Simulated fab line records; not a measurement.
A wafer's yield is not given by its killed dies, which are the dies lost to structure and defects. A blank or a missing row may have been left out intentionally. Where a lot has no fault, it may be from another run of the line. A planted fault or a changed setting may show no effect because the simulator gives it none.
fab line records / flow sky130
[record] lots = 5 wafers = 15 last_day = 49
route steps=708 shown METAL5@664 PAD_OPEN@708
lots with no fault: from the same line, run without faults
start_h: hours from the record's opening day to when the first of the lot's shown wafers began / wait_h: hours from the lot's prior step to this one / " the same as in the row above / L1.1+2: a single row standing in for several wafers / - no value, or no start given / * or withheld: withheld / < > ~ a bound
route shown NAME@n: a module of which the file shows steps, and the number in the route of the first / usual: mean/standard deviation of fault-free wafers / same: alike in all rows / chamber/n: place in a boat / sites: per-site readings / _std_site: how widely they spread, as a standard deviation / _edge_site: the outer-site mean with the inner-site mean subtracted / radius_mm: for every site, how far away it sits from the centre of the wafer / mask NAME#n: copy n / behind: tool/chamber where the wafer was last shaped / hold: why the lot was held/for how many hours/how that ended / device: the transistor (n, p or np) that didn't switch / end of line: tests run on the same wafers once the route is complete / a step with no rows: only its recipe / killed: dies that structure and defects cost at the first sort, which is not the same as the wafer's yield / map: the dies of a wafer, with x for killed, . for not killed, _ for no die there
set.NAME: the setting as run; set.NAME@STEP: as run at that earlier step / model.NAME: the simulator's own value behind a step, which no gauge read
lots seen at some steps along the route; tables by step, rows by wafer
services: when a tool's chamber went out of use (start_h, in hours from the record's first day, below 0 if earlier), for how many hours, and the reason
[[steps]]
[step SKY_METAL5_SPUTTER_03]
[recipe] material = Ti target_thk_nm = 5 power_w = 3000 time_s = 3.3 chamber_pressure_pa = 0.4
[usual] cathode_dc_power_W = 3000.1/0.5 throttle_valve_pct = 29.4/1.3
[same] time_s = 3.3
lot.wafer=L978.1 tool=pvd_sputter-03 chamber=- start_h=1002.15 wait_h=0.0 cathode_dc_power_W=3000.5 throttle_valve_pct=30.1
lot.wafer=L978.2 tool=pvd_sputter-03 chamber=- start_h=1002.15 wait_h=0.0 cathode_dc_power_W=3000.2 throttle_valve_pct=28.9
lot.wafer=L978.6 tool=pvd_sputter-03 chamber=- start_h=1002.15 wait_h=0.0 cathode_dc_power_W=3000.1 throttle_valve_pct=29.8
lot.wafer=L979.2 tool=pvd_sputter-03 chamber=- start_h=1003.76 wait_h=0.0 cathode_dc_power_W=3000.8 throttle_valve_pct=31.2
lot.wafer=L979.3 tool=pvd_sputter-03 chamber=- start_h=1003.76 wait_h=0.0 cathode_dc_power_W=3000.0 throttle_valve_pct=28.8
lot.wafer=L979.5 tool=pvd_sputter-03 chamber=- start_h=1003.76 wait_h=0.0 cathode_dc_power_W=2999.9 throttle_valve_pct=29.7
lot.wafer=L987.1 tool=pvd_sputter-03 chamber=- start_h=1058.54 wait_h=0.0 cathode_dc_power_W=3000.2 throttle_valve_pct=31.5
lot.wafer=L987.2 tool=pvd_sputter-03 chamber=- start_h=1058.54 wait_h=0.0 cathode_dc_power_W=2999.5 throttle_valve_pct=29.3
lot.wafer=L987.4 tool=pvd_sputter-03 chamber=- start_h=1058.54 wait_h=0.0 cathode_dc_power_W=2999.5 throttle_valve_pct=29.8
lot.wafer=L990.3 tool=pvd_sputter-04 chamber=- start_h=1075.31 wait_h=0.0 cathode_dc_power_W=2998.5 throttle_valve_pct=28.8
lot.wafer=L990.4 tool=pvd_sputter-04 chamber=- start_h=1075.31 wait_h=0.0 cathode_dc_power_W=3000.3 throttle_valve_pct=28.8
lot.wafer=L990.5 tool=pvd_sputter-04 chamber=- start_h=1075.31 wait_h=0.0 cathode_dc_power_W=2999.7 throttle_valve_pct=30.8
lot.wafer=L996.2 tool=pvd_sputter-02 chamber=- start_h=1108.82 wait_h=0.0 cathode_dc_power_W=3000.1 throttle_valve_pct=26.6
lot.wafer=L996.3 tool=pvd_sputter-02 chamber=- start_h=1108.82 wait_h=0.0 cathode_dc_power_W=2999.4 throttle_valve_pct=31.0
lot.wafer=L996.6 tool=pvd_sputter-02 chamber=- start_h=1108.82 wait_h=0.0 cathode_dc_power_W=2999.9 throttle_valve_pct=28.7
[step SKY_METAL5_SPUTTER_04]
[recipe] material = TiN target_thk_nm = 70 power_w = 6500 time_s = 58.3 chamber_pressure_pa = 0.4
[usual] cathode_dc_power_W = 6500.0/1.1 throttle_valve_pct = 29.4/1.3
[same] time_s = 58.3
lot.wafer=L978.1 tool=pvd_sputter-03 chamber=- start_h=1002.17 wait_h=0.0 cathode_dc_power_W=6500.3 throttle_valve_pct=29.6
lot.wafer=L978.2 tool=pvd_sputter-03 chamber=- start_h=1002.17 wait_h=0.0 cathode_dc_power_W=6500.1 throttle_valve_pct=28.8
lot.wafer=L978.6 tool=pvd_sputter-03 chamber=- start_h=1002.17 wait_h=0.0 cathode_dc_power_W=6499.4 throttle_valve_pct=30.0
lot.wafer=L979.2 tool=pvd_sputter-03 chamber=- start_h=1003.78 wait_h=0.0 cathode_dc_power_W=6500.8 throttle_valve_pct=31.5
lot.wafer=L979.3 tool=pvd_sputter-03 chamber=- start_h=1003.78 wait_h=0.0 cathode_dc_power_W=6499.9 throttle_valve_pct=29.1
lot.wafer=L979.5 tool=pvd_sputter-03 chamber=- start_h=1003.78 wait_h=0.0 cathode_dc_power_W=6499.6 throttle_valve_pct=30.0
lot.wafer=L987.1 tool=pvd_sputter-03 chamber=- start_h=1058.56 wait_h=0.0 cathode_dc_power_W=6500.1 throttle_valve_pct=31.2
lot.wafer=L987.2 tool=pvd_sputter-03 chamber=- start_h=1058.56 wait_h=0.0 cathode_dc_power_W=6500.8 throttle_valve_pct=29.1
lot.wafer=L987.4 tool=pvd_sputter-03 chamber=- start_h=1058.56 wait_h=0.0 cathode_dc_power_W=6498.9 throttle_valve_pct=29.7
lot.wafer=L990.3 tool=pvd_sputter-04 chamber=- start_h=1075.33 wait_h=0.0 cathode_dc_power_W=6502.1 throttle_valve_pct=28.8
lot.wafer=L990.4 tool=pvd_sputter-04 chamber=- start_h=1075.33 wait_h=0.0 cathode_dc_power_W=6500.6 throttle_valve_pct=28.8
lot.wafer=L990.5 tool=pvd_sputter-04 chamber=- start_h=1075.33 wait_h=0.0 cathode_dc_power_W=6499.9 throttle_valve_pct=31.1
lot.wafer=L996.2 tool=pvd_sputter-02 chamber=- start_h=1108.83 wait_h=0.0 cathode_dc_power_W=6499.7 throttle_valve_pct=26.9
lot.wafer=L996.3 tool=pvd_sputter-02 chamber=- start_h=1108.83 wait_h=0.0 cathode_dc_power_W=6498.1 throttle_valve_pct=30.8
lot.wafer=L996.6 tool=pvd_sputter-02 chamber=- start_h=1108.83 wait_h=0.0 cathode_dc_power_W=6502.6 throttle_valve_pct=28.7
[step SKY_METAL5_RS_MEAS_05]
[recipe] thk_meas_gauge = four-point-probe reads = TiN_of_METAL5_SPUTTER_04+Ti_of_METAL5_SPUTTER_03+AlCu_of_METAL5_SPUTTER_02+TiN_of_METAL5_SPUTTER_01+Ti_of_METAL5_SPUTTER_00
[usual] METAL5_ALCU_RS = 0.0271/0.0003
lot.wafer=L978.1 tool=film_metro-04 chamber=- start_h=1002.22 wait_h=0.0 METAL5_ALCU_RS[ohm/sq]=0.02759
lot.wafer=L978.2 tool=film_metro-04 chamber=- start_h=1002.22 wait_h=0.0 METAL5_ALCU_RS[ohm/sq]=0.02752
lot.wafer=L978.6 tool=film_metro-04 chamber=- start_h=1002.22 wait_h=0.0 METAL5_ALCU_RS[ohm/sq]=0.02763
lot.wafer=L979.2 tool=film_metro-04 chamber=- start_h=1003.85 wait_h=0.0 METAL5_ALCU_RS[ohm/sq]=0.02709
lot.wafer=L979.3 tool=film_metro-04 chamber=- start_h=1003.85 wait_h=0.0 METAL5_ALCU_RS[ohm/sq]=0.02712
lot.wafer=L979.5 tool=film_metro-04 chamber=- start_h=1003.85 wait_h=0.0 METAL5_ALCU_RS[ohm/sq]=0.0271
lot.wafer=L987.1 tool=film_metro-01 chamber=- start_h=1058.61 wait_h=0.0 METAL5_ALCU_RS[ohm/sq]=0.02718
lot.wafer=L987.2 tool=film_metro-01 chamber=- start_h=1058.61 wait_h=0.0 METAL5_ALCU_RS[ohm/sq]=0.02706
lot.wafer=L987.4 tool=film_metro-01 chamber=- start_h=1058.61 wait_h=0.0 METAL5_ALCU_RS[ohm/sq]=0.02698
lot.wafer=L990.3 tool=film_metro-01 chamber=- start_h=1075.54 wait_h=0.2 METAL5_ALCU_RS[ohm/sq]=0.02686
lot.wafer=L990.4 tool=film_metro-01 chamber=- start_h=1075.54 wait_h=0.2 METAL5_ALCU_RS[ohm/sq]=0.02692
lot.wafer=L990.5 tool=film_metro-01 chamber=- start_h=1075.54 wait_h=0.2 METAL5_ALCU_RS[ohm/sq]=0.02723
lot.wafer=L996.2 tool=film_metro-02 chamber=- start_h=1108.90 wait_h=0.0 METAL5_ALCU_RS[ohm/sq]=0.02701
lot.wafer=L996.3 tool=film_metro-02 chamber=- start_h=1108.90 wait_h=0.0 METAL5_ALCU_RS[ohm/sq]=0.02713
lot.wafer=L996.6 tool=film_metro-02 chamber=- start_h=1108.90 wait_h=0.0 METAL5_ALCU_RS[ohm/sq]=0.02749
[step SKY_METAL5_THK_MEAS_06]
[recipe] thk_meas_gauge = xrf reads = AlCu_of_METAL5_SPUTTER_02
[usual] METAL5_ALCU_THK = 1138/13
lot.wafer=L978.1 tool=film_metro-04 chamber=- start_h=1002.34 wait_h=0.1 METAL5_ALCU_THK[nm]=1114
lot.wafer=L978.2 tool=film_metro-04 chamber=- start_h=1002.34 wait_h=0.1 METAL5_ALCU_THK[nm]=1120
lot.wafer=L978.6 tool=film_metro-04 chamber=- start_h=1002.34 wait_h=0.1 METAL5_ALCU_THK[nm]=1117
lot.wafer=L979.2 tool=film_metro-04 chamber=- start_h=1003.96 wait_h=0.1 METAL5_ALCU_THK[nm]=1137
lot.wafer=L979.3 tool=film_metro-04 chamber=- start_h=1003.96 wait_h=0.1 METAL5_ALCU_THK[nm]=1142
lot.wafer=L979.5 tool=film_metro-04 chamber=- start_h=1003.96 wait_h=0.1 METAL5_ALCU_THK[nm]=1138
lot.wafer=L987.1 tool=film_metro-01 chamber=- start_h=1058.73 wait_h=0.1 METAL5_ALCU_THK[nm]=1140
lot.wafer=L987.2 tool=film_metro-01 chamber=- start_h=1058.73 wait_h=0.1 METAL5_ALCU_THK[nm]=1149
lot.wafer=L987.4 tool=film_metro-01 chamber=- start_h=1058.73 wait_h=0.1 METAL5_ALCU_THK[nm]=1144
lot.wafer=L990.3 tool=film_metro-01 chamber=- start_h=1075.64 wait_h=0.1 METAL5_ALCU_THK[nm]=1150
lot.wafer=L990.4 tool=film_metro-01 chamber=- start_h=1075.64 wait_h=0.1 METAL5_ALCU_THK[nm]=1153
lot.wafer=L990.5 tool=film_metro-01 chamber=- start_h=1075.64 wait_h=0.1 METAL5_ALCU_THK[nm]=1136
lot.wafer=L996.2 tool=film_metro-02 chamber=- start_h=1109.01 wait_h=0.1 METAL5_ALCU_THK[nm]=1132
lot.wafer=L996.3 tool=film_metro-02 chamber=- start_h=1109.01 wait_h=0.1 METAL5_ALCU_THK[nm]=1130
lot.wafer=L996.6 tool=film_metro-02 chamber=- start_h=1109.01 wait_h=0.1 METAL5_ALCU_THK[nm]=1110
[step SKY_METAL5_DEHYDRATE_07]
[recipe] temp_c = 200 time_s = 60
[step SKY_METAL5_HMDS_08]
[recipe] prime_time_s = 60 prime_temp_c = 120
[step SKY_METAL5_COAT_09]
[recipe] resist = NOVOLAK spin_rpm = 3000 resist_thk_nm = 1800
[step SKY_METAL5_SOFTBAKE_10]
[recipe] temp_c = 90 time_s = 60 resist = NOVOLAK
[step SKY_METAL5_EXPOSE_11]
[recipe] mask_id = MM5 na = 0.6 source_shape = conventional sigma_outer = 0.6 polarization = unpolarized target_cd_nm = 1600 dose_mj = 190
[step SKY_METAL5_PEB_12]
[recipe] temp_c = withheld time_s = * resist = NOVOLAK
[step SKY_METAL5_DEVELOP_13]
[recipe] resist = NOVOLAK developer = TMAH develop_time_s = 60 dev_temp_c = 23
[step SKY_METAL5_DESCUM_14]
[recipe] chemistry = O2 source_power_w = 150 bias_power_w = 0 pressure_mtorr = 10 temp_c = 40 time_s = 11
[usual] drypump_motor_current_A = 5.7/0.51 he_backside_leak_sccm = 3.36/0.18 oes_product_au = 1.000/0.012
[same] bias_power_w = 0 time_s = 11
lot.wafer=L978.1 tool=rie_metal-04 chamber=1 start_h=1024.27 wait_h=0.1 drypump_motor_current_A=5.0 he_backside_leak_sccm=3.28 oes_product_au=0.990 rf_hours_counter_h=3
lot.wafer=L978.2 tool=rie_metal-04 chamber=0 start_h=1024.27 wait_h=0.1 drypump_motor_current_A=5.5 he_backside_leak_sccm=3.29 oes_product_au=0.996 rf_hours_counter_h=24
lot.wafer=L978.6 tool=rie_metal-04 chamber=1 start_h=1024.27 wait_h=0.1 drypump_motor_current_A=5.0 he_backside_leak_sccm=3.24 oes_product_au=0.989 rf_hours_counter_h=-
lot.wafer=L979.2 tool=rie_metal-02 chamber=1 start_h=1025.53 wait_h=0.1 drypump_motor_current_A=6.2 he_backside_leak_sccm=3.64 oes_product_au=0.998 rf_hours_counter_h=18
lot.wafer=L979.3 tool=rie_metal-02 chamber=0 start_h=1025.53 wait_h=0.1 drypump_motor_current_A=5.7 he_backside_leak_sccm=3.62 oes_product_au=0.999 rf_hours_counter_h=-
lot.wafer=L979.5 tool=rie_metal-02 chamber=0 start_h=1025.53 wait_h=0.1 drypump_motor_current_A=5.7 he_backside_leak_sccm=3.60 oes_product_au=1.004 rf_hours_counter_h=-
lot.wafer=L987.1 tool=rie_metal-02 chamber=1 start_h=1080.05 wait_h=0.1 drypump_motor_current_A=6.2 he_backside_leak_sccm=3.53 oes_product_au=0.996 rf_hours_counter_h=22
lot.wafer=L987.2 tool=rie_metal-02 chamber=0 start_h=1080.05 wait_h=0.1 drypump_motor_current_A=5.7 he_backside_leak_sccm=3.52 oes_product_au=1.010 rf_hours_counter_h=20
lot.wafer=L987.4 tool=rie_metal-02 chamber=1 start_h=1080.05 wait_h=0.1 drypump_motor_current_A=6.2 he_backside_leak_sccm=3.39 oes_product_au=0.991 rf_hours_counter_h=-
lot.wafer=L990.3 tool=rie_metal-03 chamber=0 start_h=1095.72 wait_h=0.1 drypump_motor_current_A=6.3 he_backside_leak_sccm=3.29 oes_product_au=1.016 rf_hours_counter_h=-
lot.wafer=L990.4 tool=rie_metal-03 chamber=0 start_h=1095.72 wait_h=0.1 drypump_motor_current_A=6.3 he_backside_leak_sccm=3.32 oes_product_au=1.017 rf_hours_counter_h=-
lot.wafer=L990.5 tool=rie_metal-03 chamber=0 start_h=1095.72 wait_h=0.1 drypump_motor_current_A=6.4 he_backside_leak_sccm=3.21 oes_product_au=1.018 rf_hours_counter_h=-
lot.wafer=L996.2 tool=rie_metal-03 chamber=0 start_h=1128.05 wait_h=0.1 drypump_motor_current_A=6.4 he_backside_leak_sccm=3.36 oes_product_au=1.017 rf_hours_counter_h=14
lot.wafer=L996.3 tool=rie_metal-03 chamber=0 start_h=1128.05 wait_h=0.1 drypump_motor_current_A=6.4 he_backside_leak_sccm=3.22 oes_product_au=1.003 rf_hours_counter_h=-
lot.wafer=L996.6 tool=rie_metal-03 chamber=0 start_h=1128.05 wait_h=0.1 drypump_motor_current_A=6.4 he_backside_leak_sccm=3.35 oes_product_au=1.018 rf_hours_counter_h=-
[step SKY_METAL5_METAL_ETCH_15]
[recipe] target_depth_a = 12600 stop_on = SiO2 over_etch_frac = 0.2 time_s = 252 chemistry = Cl2/BCl3 resist_sidewall_deg = 86 pressure_mtorr = 10 icp_w = 900 bias_w = 48.5 Cl2_flow_sccm = 60 bcl3_flow_sccm = 30
[usual] drypump_motor_current_A = 5.7/0.51 he_backside_leak_sccm = 3.37/0.26 mfc_cl2_sccm = 59.99/0.17 oes_product_au = 0.893/0.0052 run_length_s = 280.3/0.64 throttle_valve_pct = 22.264/0.0091
lot.wafer=L978.1 tool=rie_metal-04 chamber=1 start_h=1024.30 wait_h=0.0 drypump_motor_current_A=5.0 he_backside_leak_sccm=3.07 mfc_cl2_sccm=60.14 oes_product_au=0.889 rf_hours_counter_h=3 run_length_s=280.3 throttle_valve_pct=22.269 model.NOVOLAK_of_METAL5_COAT_09.thk_nm=1050
lot.wafer=L978.2 tool=rie_metal-04 chamber=0 start_h=1024.30 wait_h=0.0 drypump_motor_current_A=5.5 he_backside_leak_sccm=3.19 mfc_cl2_sccm=60.17 oes_product_au=0.894 rf_hours_counter_h=24 run_length_s=279.9 throttle_valve_pct=22.270 model.NOVOLAK_of_METAL5_COAT_09.thk_nm=1032
lot.wafer=L978.6 tool=rie_metal-04 chamber=1 start_h=1024.30 wait_h=0.0 drypump_motor_current_A=5.0 he_backside_leak_sccm=3.10 mfc_cl2_sccm=60.30 oes_product_au=0.895 rf_hours_counter_h=- run_length_s=280.4 throttle_valve_pct=22.259 model.NOVOLAK_of_METAL5_COAT_09.thk_nm=1051
lot.wafer=L979.2 tool=rie_metal-02 chamber=1 start_h=1025.56 wait_h=0.0 drypump_motor_current_A=6.2 he_backside_leak_sccm=3.41 mfc_cl2_sccm=60.02 oes_product_au=0.893 rf_hours_counter_h=18 run_length_s=280.0 throttle_valve_pct=22.271 model.NOVOLAK_of_METAL5_COAT_09.thk_nm=1047
lot.wafer=L979.3 tool=rie_metal-02 chamber=0 start_h=1025.56 wait_h=0.0 drypump_motor_current_A=5.7 he_backside_leak_sccm=3.38 mfc_cl2_sccm=59.93 oes_product_au=0.892 rf_hours_counter_h=- run_length_s=280.2 throttle_valve_pct=22.256 model.NOVOLAK_of_METAL5_COAT_09.thk_nm=1037
lot.wafer=L979.5 tool=rie_metal-02 chamber=0 start_h=1025.56 wait_h=0.0 drypump_motor_current_A=5.7 he_backside_leak_sccm=3.53 mfc_cl2_sccm=60.12 oes_product_au=0.899 rf_hours_counter_h=- run_length_s=280.2 throttle_valve_pct=22.262 model.NOVOLAK_of_METAL5_COAT_09.thk_nm=1044
lot.wafer=L987.1 tool=rie_metal-02 chamber=1 start_h=1080.09 wait_h=0.0 drypump_motor_current_A=6.2 he_backside_leak_sccm=3.28 mfc_cl2_sccm=60.06 oes_product_au=0.887 rf_hours_counter_h=22 run_length_s=280.4 throttle_valve_pct=22.258 model.NOVOLAK_of_METAL5_COAT_09.thk_nm=1044
lot.wafer=L987.2 tool=rie_metal-02 chamber=0 start_h=1080.09 wait_h=0.0 drypump_motor_current_A=5.7 he_backside_leak_sccm=3.58 mfc_cl2_sccm=59.92 oes_product_au=0.968 rf_hours_counter_h=20 run_length_s=263.8 throttle_valve_pct=22.254 model.NOVOLAK_of_METAL5_COAT_09.thk_nm=1089
lot.wafer=L987.4 tool=rie_metal-02 chamber=1 start_h=1080.09 wait_h=0.0 drypump_motor_current_A=6.2 he_backside_leak_sccm=3.50 mfc_cl2_sccm=60.09 oes_product_au=0.890 rf_hours_counter_h=- run_length_s=280.2 throttle_valve_pct=22.270 model.NOVOLAK_of_METAL5_COAT_09.thk_nm=1046
lot.wafer=L990.3 tool=rie_metal-03 chamber=0 start_h=1095.93 wait_h=0.2 drypump_motor_current_A=6.4 he_backside_leak_sccm=3.22 mfc_cl2_sccm=60.02 oes_product_au=0.890 rf_hours_counter_h=- run_length_s=280.1 throttle_valve_pct=22.268 model.NOVOLAK_of_METAL5_COAT_09.thk_nm=1024
lot.wafer=L990.4 tool=rie_metal-03 chamber=0 start_h=1095.93 wait_h=0.2 drypump_motor_current_A=6.4 he_backside_leak_sccm=3.18 mfc_cl2_sccm=60.24 oes_product_au=0.887 rf_hours_counter_h=- run_length_s=280.4 throttle_valve_pct=22.266 model.NOVOLAK_of_METAL5_COAT_09.thk_nm=1025
lot.wafer=L990.5 tool=rie_metal-03 chamber=0 start_h=1095.93 wait_h=0.2 drypump_motor_current_A=6.4 he_backside_leak_sccm=3.18 mfc_cl2_sccm=59.90 oes_product_au=0.889 rf_hours_counter_h=- run_length_s=280.5 throttle_valve_pct=22.272 model.NOVOLAK_of_METAL5_COAT_09.thk_nm=1017
lot.wafer=L996.2 tool=rie_metal-03 chamber=0 start_h=1128.09 wait_h=0.0 drypump_motor_current_A=6.4 he_backside_leak_sccm=3.20 mfc_cl2_sccm=60.05 oes_product_au=0.890 rf_hours_counter_h=14 run_length_s=280.6 throttle_valve_pct=22.267 model.NOVOLAK_of_METAL5_COAT_09.thk_nm=1022
lot.wafer=L996.3 tool=rie_metal-03 chamber=0 start_h=1128.09 wait_h=0.0 drypump_motor_current_A=6.4 he_backside_leak_sccm=3.25 mfc_cl2_sccm=60.00 oes_product_au=0.890 rf_hours_counter_h=- run_length_s=280.2 throttle_valve_pct=22.263 model.NOVOLAK_of_METAL5_COAT_09.thk_nm=1014
lot.wafer=L996.6 tool=rie_metal-03 chamber=0 start_h=1128.09 wait_h=0.0 drypump_motor_current_A=6.4 he_backside_leak_sccm=3.30 mfc_cl2_sccm=59.79 oes_product_au=0.892 rf_hours_counter_h=- run_length_s=280.1 throttle_valve_pct=22.248 model.NOVOLAK_of_METAL5_COAT_09.thk_nm=1015
[step SKY_METAL5_STRIP_16]
[recipe] chemistry = O2/N2 power_w = 1400 pressure_mtorr = 1500 platen_temp_c = withheld o2_flow_sccm = 3000 n2_flow_sccm = 300 overash_fraction = 0.5
[usual] drypump_motor_current_A = 5.7/0.46 oes_product_au = 0.710/0.0045 strip_time_to_endpoint_s = 13.06/0.16
lot.wafer=L978.1 tool=plasma_asher-04 chamber=1 start_h=1024.54 wait_h=0.2 drypump_motor_current_A=5.3 oes_product_au=0.712 rf_hours_counter_h=60 strip_time_to_endpoint_s=13.24
lot.wafer=L978.2 tool=plasma_asher-04 chamber=0 start_h=1024.54 wait_h=0.2 drypump_motor_current_A=6.1 oes_product_au=0.703 rf_hours_counter_h=60 strip_time_to_endpoint_s=13.05
lot.wafer=L978.6 tool=plasma_asher-04 chamber=0 start_h=1024.54 wait_h=0.2 drypump_motor_current_A=6.2 oes_product_au=0.698 rf_hours_counter_h=- strip_time_to_endpoint_s=13.23
lot.wafer=L979.2 tool=plasma_asher-03 chamber=0 start_h=1025.80 wait_h=0.2 drypump_motor_current_A=5.8 oes_product_au=0.708 rf_hours_counter_h=90 strip_time_to_endpoint_s=13.21
lot.wafer=L979.3 tool=plasma_asher-03 chamber=0 start_h=1025.80 wait_h=0.2 drypump_motor_current_A=5.7 oes_product_au=0.713 rf_hours_counter_h=- strip_time_to_endpoint_s=13.10
lot.wafer=L979.5 tool=plasma_asher-03 chamber=1 start_h=1025.80 wait_h=0.2 drypump_motor_current_A=5.7 oes_product_au=0.707 rf_hours_counter_h=- strip_time_to_endpoint_s=13.17
lot.wafer=L987.1 tool=plasma_asher-03 chamber=1 start_h=1080.32 wait_h=0.2 drypump_motor_current_A=5.7 oes_product_au=0.713 rf_hours_counter_h=96 strip_time_to_endpoint_s=13.17
lot.wafer=L987.2 tool=plasma_asher-03 chamber=0 start_h=1080.32 wait_h=0.2 drypump_motor_current_A=5.8 oes_product_au=0.711 rf_hours_counter_h=96 strip_time_to_endpoint_s=13.67
lot.wafer=L987.4 tool=plasma_asher-03 chamber=0 start_h=1080.32 wait_h=0.2 drypump_motor_current_A=5.8 oes_product_au=0.707 rf_hours_counter_h=- strip_time_to_endpoint_s=13.21
lot.wafer=L990.3 tool=plasma_asher-03 chamber=0 start_h=1096.27 wait_h=0.3 drypump_motor_current_A=5.8 oes_product_au=0.702 rf_hours_counter_h=- strip_time_to_endpoint_s=12.95
lot.wafer=L990.4 tool=plasma_asher-03 chamber=1 start_h=1096.27 wait_h=0.3 drypump_motor_current_A=5.7 oes_product_au=0.714 rf_hours_counter_h=- strip_time_to_endpoint_s=12.96
lot.wafer=L990.5 tool=plasma_asher-03 chamber=1 start_h=1096.27 wait_h=0.3 drypump_motor_current_A=5.7 oes_product_au=0.719 rf_hours_counter_h=- strip_time_to_endpoint_s=12.86
lot.wafer=L996.2 tool=plasma_asher-03 chamber=1 start_h=1128.32 wait_h=0.2 drypump_motor_current_A=5.7 oes_product_au=0.716 rf_hours_counter_h=101 strip_time_to_endpoint_s=12.92
lot.wafer=L996.3 tool=plasma_asher-03 chamber=1 start_h=1128.32 wait_h=0.2 drypump_motor_current_A=5.7 oes_product_au=0.705 rf_hours_counter_h=- strip_time_to_endpoint_s=12.83
lot.wafer=L996.6 tool=plasma_asher-03 chamber=1 start_h=1128.32 wait_h=0.2 drypump_motor_current_A=5.7 oes_product_au=0.704 rf_hours_counter_h=- strip_time_to_endpoint_s=12.84
[step SKY_METAL5_STRIP_17]
[recipe] chemistry = post_etch_residue_remover time_s = 1200 temp_c = 72.5
[step SKY_PAD_OPEN_PROBE_99]
[usual] defect_limited_yield = 82.5/1.9 killed_at_M0_to_M3 = 42/7.4 killed_at_M4_up = 3.4/1.8 killed_at_contacts = 25/5.4 killed_at_front_end = 15/4.4 killed_at_other = 0.2/0.52 killed_dies = 86/9.3 killed_open = 47/7.6 killed_short = 39/6.5 sort_bin_3_pad_short = 0.9/0.46 sort_bin_5_function = 10.3/1.5 sort_bin_6_memory = 6.3/1.2 sort_n_pass = 406/9.3 sort_yield_pct = 82.5/1.9
[same] gross_dies = 492 killed_at_back_side = 0 sort_bin_4_leakage[%] = 0 sort_bin_8_speed[%] = 0
lot.wafer=L979.2 tool=prober-01 chamber=- start_h=1073.03 wait_h=0.1 defect_limited_yield[%]=79.3 killed_at_M0_to_M3=54 killed_at_M4_up=4 killed_at_contacts=28 killed_at_front_end=16 killed_at_other=0 killed_dies=102 killed_open=63 killed_short=39 sort_bin_3_pad_short[%]=1.2 sort_bin_5_function[%]=12.4 sort_bin_6_memory[%]=7.1 sort_n_pass=390 sort_yield_pct[%]=79.3
lot.wafer=L979.3 tool=prober-01 chamber=- start_h=1073.08 wait_h=0.2 defect_limited_yield[%]=81.7 killed_at_M0_to_M3=50 killed_at_M4_up=7 killed_at_contacts=23 killed_at_front_end=10 killed_at_other=0 killed_dies=90 killed_open=48 killed_short=42 sort_bin_3_pad_short[%]=0.8 sort_bin_5_function[%]=9.6 sort_bin_6_memory[%]=7.9 sort_n_pass=402 sort_yield_pct[%]=81.7
lot.wafer=L979.5 tool=prober-01 chamber=- start_h=1073.18 wait_h=0.2 defect_limited_yield[%]=77.8 killed_at_M0_to_M3=58 killed_at_M4_up=4 killed_at_contacts=21 killed_at_front_end=26 killed_at_other=0 killed_dies=109 killed_open=53 killed_short=56 sort_bin_3_pad_short[%]=0.4 sort_bin_5_function[%]=13.4 sort_bin_6_memory[%]=8.3 sort_n_pass=383 sort_yield_pct[%]=77.8
// killed by level:class
L979.2 VIA1:geometric_particle:open=14 VIA3:geometric_particle:open=12 CONTACT:geometric_particle:open=9 LI_CONTACT:geometric_particle:open=8 VIA1:geometric_particle:short=8 LI_CONTACT:geometric_particle:short=7 METAL2:geometric_particle:short=5 FIELD_ISO:geometric_particle:open=4
L979.3 VIA3:geometric_particle:open=12 CONTACT:geometric_particle:open=9 METAL1:geometric_particle:short=9 VIA1:geometric_particle:open=8 VIA3:geometric_particle:short=6 VIA2:geometric_particle:open=6 CONTACT:geometric_particle:short=5 LI_CONTACT:geometric_particle:open=4
L979.5 CONTACT:geometric_particle:open=11 VIA2:geometric_particle:open=9 FIELD_ISO:geometric_particle:open=7 METAL3:geometric_particle:short=7 VIA3:geometric_particle:open=7 METAL1:geometric_particle:short=7 VIA1:geometric_particle:open=7 FIELD_ISO:geometric_particle:short=6
[[services]]
tool=plasma_asher-03 chamber=- start_h=985.70 hours=5.7 kind=repair
tool=pvd_sputter-02 chamber=- start_h=1015.74 hours=3.4 kind=repair
tool=rie_metal-04 chamber=1 start_h=1025.74 hours=13.0 kind=repair
tool=pvd_sputter-03 chamber=- start_h=1042.99 hours=2.7 kind=repair
tool=plasma_asher-04 chamber=- start_h=1063.70 hours=28.1 kind=pm
tool=rie_metal-03 chamber=1 start_h=1078.95 hours=- kind=clean
tool=rie_metal-03 chamber=1 start_h=1078.95 hours=22.9 kind=scheduled_down
tool=rie_metal-03 chamber=1 start_h=1078.95 hours=22.9 kind=vent_cycle
tool=pvd_sputter-02 chamber=- start_h=1095.45 hours=3.9 kind=repair
tool=plasma_asher-03 chamber=- start_h=1098.16 hours=1.7 kind=repair
tool=plasma_asher-04 chamber=- start_h=1105.90 hours=0.8 kind=repair
tool=rie_metal-04 chamber=0 start_h=1108.49 hours=13.5 kind=repair
tool=rie_metal-02 chamber=0 start_h=1118.86 hours=47.7 kind=repair
tool=pvd_sputter-02 chamber=- start_h=1127.32 hours=22.5 kind=repair
[[key]]
[first_sign] step = SKY_METAL5_METAL_ETCH_15 reading = run_length_s direction = down sigmas = 26 usual = * struck = *
[effect] step = SKY_METAL5_METAL_ETCH_15 reading = oes_product_au direction = up sigmas = 14 usual = 0.893 struck = 0.968
[effect] step = SKY_METAL5_STRIP_16 reading = strip_time_to_endpoint_s direction = up sigmas = 3.9 usual = * struck = *
[model_effect] step = SKY_METAL5_METAL_ETCH_15 value = NOVOLAK_of_METAL5_COAT_09.thk_nm without = 1040 struck = 1089
met_at SKY_METAL5_METAL_ETCH_15
struck_wafers L987.2
onset_between 1025.56 1080.09
[fault] kind = process_parameter_drift tool = rie_metal-02 chamber = - onset_h = 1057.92 steps = SKY_METAL5_METAL_ETCH_15 channel = time_s offset = * shape = step end_h = 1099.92 scope = struck_wafers_only acts_in = * stated = *
